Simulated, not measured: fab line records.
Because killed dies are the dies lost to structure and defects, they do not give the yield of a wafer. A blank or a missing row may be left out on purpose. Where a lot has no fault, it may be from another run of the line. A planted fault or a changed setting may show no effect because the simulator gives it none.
Matching of chambers || flow sky130 || cmp-01 running SKY_VIA2_CMP_24: 4 sister chambers
The step polishes, stops on SiO2, t overpolish 20 s, target thk 0 nm. 20 wafers are shown with their chamber, then 10 later ones without.

== EACH WAFER AND ITS CHAMBER ==
{"wafer": "L076.1", "chamber": 1, "motorCurrentA (A)": 12.1, "overpolishRunS (s)": 19.999, "timeToEndpointS (s)": 104}
{"wafer": "L076.3", "chamber": 0, "motorCurrentA (A)": 10.8, "overpolishRunS (s)": 19.998, "timeToEndpointS (s)": 100}
{"wafer": "L076.6", "chamber": 1, "motorCurrentA (A)": 11.8, "overpolishRunS (s)": 19.999, "timeToEndpointS (s)": 98}
{"wafer": "L078.3", "chamber": 1, "motorCurrentA (A)": 11.6, "overpolishRunS (s)": 20.004, "timeToEndpointS (s)": 101}
{"wafer": "L078.4", "chamber": 0, "motorCurrentA (A)": 11.2, "overpolishRunS (s)": 19.983, "timeToEndpointS (s)": 97}
{"wafer": "L078.6", "chamber": 3, "motorCurrentA (A)": 10.3, "overpolishRunS (s)": 20.000, "timeToEndpointS (s)": 103}
{"wafer": "L079.1", "chamber": 1, "motorCurrentA (A)": 11.8, "overpolishRunS (s)": 20.002, "timeToEndpointS (s)": 101}
{"wafer": "L079.3", "chamber": 0, "motorCurrentA (A)": 10.7, "overpolishRunS (s)": 20.000, "timeToEndpointS (s)": 97}
{"wafer": "L079.4", "chamber": 2, "motorCurrentA (A)": 10.0, "overpolishRunS (s)": 19.996, "timeToEndpointS (s)": 98}
{"wafer": "L080.2", "chamber": 1, "motorCurrentA (A)": 11.6, "overpolishRunS (s)": 19.994, "timeToEndpointS (s)": 104}
{"wafer": "L080.3", "chamber": 2, "motorCurrentA (A)": 10.0, "overpolishRunS (s)": 20.007, "timeToEndpointS (s)": 101}
{"wafer": "L080.4", "chamber": 3, "motorCurrentA (A)": 11.1, "overpolishRunS (s)": 19.995, "timeToEndpointS (s)": 103}
{"wafer": "L082.1", "chamber": 3, "motorCurrentA (A)": 11.1, "overpolishRunS (s)": 20.009, "timeToEndpointS (s)": 102}
{"wafer": "L082.2", "chamber": 1, "motorCurrentA (A)": 11.4, "overpolishRunS (s)": 20.015, "timeToEndpointS (s)": 95}
{"wafer": "L082.4", "chamber": 2, "motorCurrentA (A)": 9.6, "overpolishRunS (s)": 20.004, "timeToEndpointS (s)": 100}
{"wafer": "L084.3", "chamber": 2, "motorCurrentA (A)": 9.4, "overpolishRunS (s)": 19.996, "timeToEndpointS (s)": 102}
{"wafer": "L084.4", "chamber": 0, "motorCurrentA (A)": 10.7, "overpolishRunS (s)": 19.980, "timeToEndpointS (s)": 103}
{"wafer": "L084.5", "chamber": 2, "motorCurrentA (A)": 10.2, "overpolishRunS (s)": 20.006, "timeToEndpointS (s)": 102}
{"wafer": "L089.2", "chamber": 3, "motorCurrentA (A)": 11.1, "overpolishRunS (s)": 20.000, "timeToEndpointS (s)": 98}
{"wafer": "L089.4", "chamber": 2, "motorCurrentA (A)": 10.1, "overpolishRunS (s)": 20.013, "timeToEndpointS (s)": 98}

SIGNATURES (means of the wafers above)
{"reading": "motorCurrentA", "chamber 0": 10.850, "chamber 1": 11.717, "chamber 2": 9.883, "chamber 3": 10.900, "scatter within a chamber": 0.299}
{"reading": "overpolishRunS", "chamber 0": 19.99025, "chamber 1": 20.00217, "chamber 2": 20.00367, "chamber 3": 20.00100, "scatter within a chamber": 0.00746}
{"reading": "timeToEndpointS", "chamber 0": 99.25, "chamber 1": 100.50, "chamber 2": 100.17, "chamber 3": 101.50, "scatter within a chamber": 2.74}
Rule: a wafer's distance from a chamber is the root of the sum, over the readings, of the square of ((its reading less the chamber's mean) divided by the reading's scatter). The wafer belongs to the nearest chamber; if the next one is less than 2 further off, it can't be placed. The scatter is the square root of a quotient: the sum, over the shown wafers, of each reading's squared deviation from its chamber's mean, divided by wafers minus chambers.

== WAFERS WITH NO CHAMBER GIVEN ==
{"wafer": "L089.5", "motorCurrentA (A)": 10.9, "overpolishRunS (s)": 19.993, "timeToEndpointS (s)": 95}
{"wafer": "L090.1", "motorCurrentA (A)": 11.7, "overpolishRunS (s)": 19.998, "timeToEndpointS (s)": 101}
{"wafer": "L090.3", "motorCurrentA (A)": 10.3, "overpolishRunS (s)": 19.997, "timeToEndpointS (s)": 101}
{"wafer": "L090.5", "motorCurrentA (A)": 10.6, "overpolishRunS (s)": 20.010, "timeToEndpointS (s)": 100}
{"wafer": "L091.2", "motorCurrentA (A)": 9.2, "overpolishRunS (s)": 20.012, "timeToEndpointS (s)": 101}
{"wafer": "L091.3", "motorCurrentA (A)": 10.8, "overpolishRunS (s)": 20.014, "timeToEndpointS (s)": 98}
{"wafer": "L091.4", "motorCurrentA (A)": 11.3, "overpolishRunS (s)": 20.009, "timeToEndpointS (s)": 99}
{"wafer": "L096.2", "motorCurrentA (A)": 10.4, "overpolishRunS (s)": 20.006, "timeToEndpointS (s)": 103}
{"wafer": "L096.4", "motorCurrentA (A)": 11.6, "overpolishRunS (s)": 20.003, "timeToEndpointS (s)": 103}
{"wafer": "L096.6", "motorCurrentA (A)": 11.1, "overpolishRunS (s)": 20.003, "timeToEndpointS (s)": 106}

== CHAMBER TAKEN BY EACH ==
{"wafer": "L089.5", "from the rows above": "can't be placed: 0 or 3", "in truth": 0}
{"wafer": "L090.1", "from the rows above": 1, "in truth": 1}
{"wafer": "L090.3", "from the rows above": "can't be placed: 2 or 3 or 0", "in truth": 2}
{"wafer": "L090.5", "from the rows above": "can't be placed: 3 or 2 or 0", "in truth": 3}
{"wafer": "L091.2", "from the rows above": 2, "in truth": 2}
{"wafer": "L091.3", "from the rows above": "can't be placed: 3 or 0 or 2 or 1", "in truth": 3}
{"wafer": "L091.4", "from the rows above": "can't be placed: 1 or 3 or 0", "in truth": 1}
{"wafer": "L096.2", "from the rows above": "can't be placed: 3 or 2 or 0", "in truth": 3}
{"wafer": "L096.4", "from the rows above": "can't be placed: 1 or 3", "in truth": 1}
{"wafer": "L096.6", "from the rows above": "can't be placed: 3 or 1 or 0", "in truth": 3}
Placed correctly: 2 of 10. From these rows, 8 cannot be placed; in 8 the true chamber is one of the candidates. Wrongly placed: 0.
